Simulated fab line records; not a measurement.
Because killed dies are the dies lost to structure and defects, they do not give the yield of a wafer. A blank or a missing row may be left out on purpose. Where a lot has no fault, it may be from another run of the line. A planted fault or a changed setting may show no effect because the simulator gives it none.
Chamber matching / flow sky130 / SKY_LI_CONTACT_CMP_02 on cmp-02 has 4 sister chambers
The step polishes PSG. 4 wafers are shown with their chamber, then 9 later ones without.

WAFERS, EACH WITH ITS CHAMBER
wafer=L456.1; chamber=2; motorCurrentA (A)=11.8
wafer=L461.1; chamber=0; motorCurrentA (A)=13.9
wafer=L461.3; chamber=3; motorCurrentA (A)=13.2
wafer=L461.4; chamber=1; motorCurrentA (A)=12.9

WAFERS WITHOUT THEIR CHAMBER
wafer=L462.2; motorCurrentA (A)=12.7
wafer=L462.3; motorCurrentA (A)=11.8
wafer=L462.6; motorCurrentA (A)=13.0
wafer=L468.1; motorCurrentA (A)=12.9
wafer=L468.3; motorCurrentA (A)=12.0
wafer=L468.4; motorCurrentA (A)=12.7
wafer=L470.3; motorCurrentA (A)=12.5
wafer=L470.4; motorCurrentA (A)=13.0
wafer=L470.5; motorCurrentA (A)=12.6

EACH ONE'S CHAMBER
wafer=L462.2; from the rows above=can't be placed: 1 or 3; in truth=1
wafer=L462.3; from the rows above=2; in truth=2
wafer=L462.6; from the rows above=can't be placed: 1 or 3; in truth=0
wafer=L468.1; from the rows above=can't be placed: 1 or 3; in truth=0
wafer=L468.3; from the rows above=2; in truth=2
wafer=L468.4; from the rows above=can't be placed: 1 or 3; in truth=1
wafer=L470.3; from the rows above=can't be placed: 1 or 2 or 3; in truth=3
wafer=L470.4; from the rows above=can't be placed: 1 or 3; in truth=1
wafer=L470.5; from the rows above=can't be placed: 1 or 3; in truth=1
2 of 9 placed correctly. Unplaceable from these rows: 7, with the true chamber sitting among the candidates in 5. Wrongly placed: 0.
How it was worked out, from the rows above alone: a wafer's distance from a chamber is the root of the sum, over the readings, of the square of ((its reading less the chamber's mean) divided by the reading's scatter). If the next closest chamber is less than 2 further off than the closest, the wafer can't be placed; otherwise it belongs to the closest. The mean given for a chamber averages the wafers shown for that chamber. The scatter (one wafer shown for each chamber): square how far every hidden wafer sits from the nearest shown wafer, average those squares and take the square root.
